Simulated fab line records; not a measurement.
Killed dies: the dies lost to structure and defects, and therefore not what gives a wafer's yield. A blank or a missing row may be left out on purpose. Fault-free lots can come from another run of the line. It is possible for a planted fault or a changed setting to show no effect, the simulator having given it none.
Which of the tools did it? :: flow sky130 :: 12 lots (36 wafers sampled), 1 step of a 708-step route

## WHAT THE GAUGES READ, wafer by wafer
SKY_VIA2_RS_MEAS_22: measurement is done with a four-point probe.
lot: L077
measured: day 37 20:20
on: film metro-01
VIA2_W_RS (ohm/sq): 0.277 0.278 0.281

lot: L076
measured: day 37 21:31
on: film metro-02
VIA2_W_RS (ohm/sq): 0.272 0.276 0.275

lot: L079
measured: day 38 02:04
on: film metro-02
VIA2_W_RS (ohm/sq): 0.276 0.279 0.276

lot: L081
measured: day 38 14:34
on: film metro-02
VIA2_W_RS (ohm/sq): 0.278 0.279 0.274

lot: L084
measured: day 39 13:03
on: film metro-03
VIA2_W_RS (ohm/sq): 0.279 0.279 0.282

lot: L085
measured: day 39 16:22
on: film metro-03
VIA2_W_RS (ohm/sq): 0.277 0.278 0.277

lot: L088
measured: day 41 07:48
on: film metro-02
VIA2_W_RS (ohm/sq): 0.280 0.278 0.282

lot: L090
measured: day 41 19:08
on: film metro-02
VIA2_W_RS (ohm/sq): 0.270 0.271 0.275

lot: L092
measured: day 42 02:46
on: film metro-03
VIA2_W_RS (ohm/sq): 0.280 0.281 0.279

lot: L093
measured: day 42 10:11
on: film metro-03
VIA2_W_RS (ohm/sq): 0.278 0.275 0.280

lot: L095
measured: day 43 03:00
on: film metro-03
VIA2_W_RS (ohm/sq): 0.276 0.282 0.272

lot: L097
measured: day 43 12:05
on: film metro-03
VIA2_W_RS (ohm/sq): 0.277 0.281 0.279

## WHICH TOOL RAN EACH LOT (tool, then ch and the chambers of the sampled wafers, then the start)
The record holds no process step before these readings.

## THE ANSWER, worked out from the rows above alone
Rule: usual is defined by the lots themselves. Put in order of their means at a reading, lots are off if they are a third of the lots or fewer, leave a main group of 4 or more, and stand apart from it by a gap of 3 or more times the standard deviation of the main group's means; of several such gaps the widest counts. A main group is skipped when, at the precision printed for the reading in the tables above, its means are all equal. Also off: a lot with no number at a reading for which 4 or more lots have one. Any other lot the step has rows for is counted as sound.
Nothing can be told from this: no lot is off at any reading shown.

## WHAT WAS PUT IN BY THE SIMULATOR
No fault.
